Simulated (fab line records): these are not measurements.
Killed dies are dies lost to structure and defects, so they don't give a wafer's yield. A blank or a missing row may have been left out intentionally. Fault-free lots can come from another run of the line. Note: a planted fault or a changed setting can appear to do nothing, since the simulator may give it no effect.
Which tool is to blame? / flow sky130 / 6 lots, 18 wafers sampled, at 1 step of a route of 708

## WHAT THE GAUGES READ, wafer by wafer
SKY_SD_N_RS_MEAS_16: uses a four-point probe to measure.
lot=L986; measured=day 28 07:23; on=filmMetro-01; SD_N_RS (ohm/sq)=68.61 68.52 68.41
lot=L988; measured=day 29 11:23; on=filmMetro-01; SD_N_RS (ohm/sq)=68.71 68.55 68.60
lot=L991; measured=day 30 22:09; on=filmMetro-02; SD_N_RS (ohm/sq)=68.70 68.45 68.64
lot=L995; measured=day 31 09:19; on=filmMetro-01; SD_N_RS (ohm/sq)=68.58 68.55 68.57
lot=L102; measured=day 33 14:20; on=filmMetro-01; SD_N_RS (ohm/sq)=68.63 68.43 68.69
lot=L106; measured=day 34 19:08; on=filmMetro-02; SD_N_RS (ohm/sq)=68.71 68.68 68.66

## WHAT TOOL EACH LOT RAN ON (gives the tool, then ch and the chambers of the sampled wafers, and finally the start)
Record: no process step prior to these readings.

## THE ANSWER, worked out from the rows above alone
Rule: what is usual is taken from the lots themselves. Put in order of their means at a reading, lots are off if they are a third of the lots or fewer, leave a main group of 4 or more, and stand apart from it by a gap of 3 or more times the standard deviation of the main group's means; of several such gaps the widest counts. If all means in a main group match to the digits the tables above print for the reading, that group is not used. Also off: a lot with no number at a reading for which 4 or more lots have one. The other lots that the step has rows for count as sound.
Nothing can be told from this: no lot is off at any reading shown.

## WHAT THE SIMULATOR HAD INSERTED
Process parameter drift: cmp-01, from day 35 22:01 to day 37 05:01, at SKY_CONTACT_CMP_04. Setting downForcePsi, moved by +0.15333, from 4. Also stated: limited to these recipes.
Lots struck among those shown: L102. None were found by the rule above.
